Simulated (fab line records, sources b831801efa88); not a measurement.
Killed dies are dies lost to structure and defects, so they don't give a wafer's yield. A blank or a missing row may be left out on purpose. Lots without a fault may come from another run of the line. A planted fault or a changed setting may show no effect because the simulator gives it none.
Problem report in the 8D (eight disciplines) form, filled by code | flow sfq_line | the parts of the form that need people (team, actions taken, sign-off) are left out

1. THE PROBLEM
spin_speed_rpm at SFQ_TRILAYER_L0_VIA_LITHO_COAT_013 reads a mean of 2702.7 rpm on 6 wafers of 2 lots; wafers without a fault read 3000.3 rpm with a standard deviation of 2.1. That is -99 or more standard deviations from the usual mean.
The step: resist thk 650 nm.
First seen on wafer L961.1, day 7 14:21, on litho_track-03. The record holds 18 wafers of 6 lots with a number at this step. Rule for "out", or "out of limits": more than 4 standard deviations from the usual mean. The other wafers with a number count as sound.

2. WHAT IT IS AND WHAT IT IS NOT
question                    | is                     | is not
which readings at this step | spin_speed_rpm         | resist_line_temp_C
which lots                  | L961, L962             | L951, L958, L966, L969
which wafers of those lots  | all that have a number | -
read on which tools         | litho_track-03         | litho_track-04
when                        | from day 7 14:21       | up to then (6 sound wafers); but 6 sound wafers of L966, L969 came after

3. SUSPECTS, AND WHAT RULES EACH OUT
Counting: a tool at a process step up to the reading stays a suspect if it ran every lot that is out and no sound lot after the first of them.
- litho_track-03 at SFQ_TRILAYER_L0_VIA_LITHO_COAT_013 (resist thk 650 nm): kept. It ran every lot that is out, first L961 (day 7 14:21), and no sound lot after that; its last sound lot up to then is L951 (day 4 14:01). Its own readings are out on those wafers: spin_speed_rpm.
Left after counting: litho_track-03 at SFQ_TRILAYER_L0_VIA_LITHO_COAT_013.

4. THE CAUSE (what the simulator had put in)
Process parameter drift: litho_track-03, from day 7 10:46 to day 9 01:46, at SFQ_TRILAYER_L0_VIA_LITHO_COAT_013. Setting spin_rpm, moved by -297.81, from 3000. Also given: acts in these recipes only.
Counting left only this tool.

5. THE CHAIN OF EFFECTS, in route order
Each row: a reading whose mean over the struck wafers that have a number lies more than 3 standard deviations from the usual. Only readings for which the record gives a usual standard deviation are gone through. hours: the time from each lot's start at the first step in this table that gives one to its start at this step, as a median over the lots. sigmas: the change in usual standard deviations.
hours | step                               | reading        | usual      | on struck wafers | change | sigmas
0     | SFQ_TRILAYER_L0_VIA_LITHO_COAT_013 | spin_speed_rpm | 3000.3 rpm | 2702.7           | -297.6 | -99 or more
The process steps in it:
- SFQ_TRILAYER_L0_VIA_LITHO_COAT_013: resist thk 650 nm.
Later measuring or inspecting steps at which every struck wafer that the step has a row for has a number for every such reading, and none has moved that far: SFQ_L0V_OVL_MEAS_903.

6. WHAT WOULD HAVE CAUGHT IT SOONER
In this record the first reading out of limits was taken at day 7 14:21, 4 hours after the fault began at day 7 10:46.
